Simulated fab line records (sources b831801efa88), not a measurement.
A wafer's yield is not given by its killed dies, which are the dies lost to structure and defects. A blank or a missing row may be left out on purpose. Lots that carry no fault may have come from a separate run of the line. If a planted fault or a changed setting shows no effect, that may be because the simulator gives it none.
Which tool was responsible? | flow gf180mcu | 18 wafers from 6 lots sampled at 3 of the route's 602 steps

## WHAT EACH GAUGE READ, for each wafer
GF_VT_IMPLANT_TW_MEAS_43.
lot  | measured     | on            | VT_IMPLANT_4_TW
L504 | day 8 07:40  | film-metro-01 | 682 684 683
L505 | day 8 11:46  | film-metro-01 | 679 682 682
L508 | day 9 03:10  | film-metro-04 | 33 33 33
L521 | day 13 08:56 | film-metro-01 | 680 681 680
L522 | day 13 22:08 | film-metro-01 | 684 681 681
L525 | day 14 16:38 | film-metro-04 | 683 682 684

## TOOL THAT RAN EACH LOT (tool first, then ch and the chambers of the sampled wafers, then the start)
lot  | GF_VT_IMPLANT_STRIP_31               | GF_VT_IMPLANT_STRIP_42
L504 | plasma-asher-01 ch 0,1, day 7 15:59  | plasma-asher-02 ch 0,1, day 8 07:34
L505 | plasma-asher-01 ch 0,1, day 7 19:56  | plasma-asher-02 ch 0,1, day 8 11:40
L508 | plasma-asher-04 ch 0,1, day 8 10:23  | plasma-asher-04 ch 0,1, day 9 03:04
L521 | plasma-asher-02 ch 0,1, day 12 13:10 | plasma-asher-02 ch 0,1, day 13 08:50
L522 | plasma-asher-01 ch 0,1, day 13 01:34 | plasma-asher-04 ch 0,1, day 13 22:01
L525 | plasma-asher-04 ch 0,1, day 13 19:53 | plasma-asher-04 ch 0,1, day 14 16:32
- GF_VT_IMPLANT_STRIP_31: strips in O2/N2.
- GF_VT_IMPLANT_STRIP_42: strips in O2/N2.

## THE ANSWER, worked out from the rows above alone
Rule: the usual values come from the lots themselves. The widest of any qualifying gaps counts: lots, ordered by their means at a reading, are off when they make up no more than a third of the lots, leave a main group of 4 or more, and stand apart from it by 3 or more times the standard deviation of that group's means. Not used: any main group whose means are identical at the precision the tables above print for the reading. A lot without any number at a reading at which 4 lots or more have one is off too. All remaining lots with rows at the step are treated as sound.
Off: at GF_VT_IMPLANT_TW_MEAS_43 (VT_IMPLANT_4_TW), L508. Main group: mean 682, sd 1.1.
If a tool, at a process step before that reading, ran all the lots that are off and no sound lot after the first of them, it fits. Those tools and the gauges at GF_VT_IMPLANT_TW_MEAS_43 are tried in the same way. No candidate that was tried fits.

## WHAT THE SIMULATOR HAD PUT IN
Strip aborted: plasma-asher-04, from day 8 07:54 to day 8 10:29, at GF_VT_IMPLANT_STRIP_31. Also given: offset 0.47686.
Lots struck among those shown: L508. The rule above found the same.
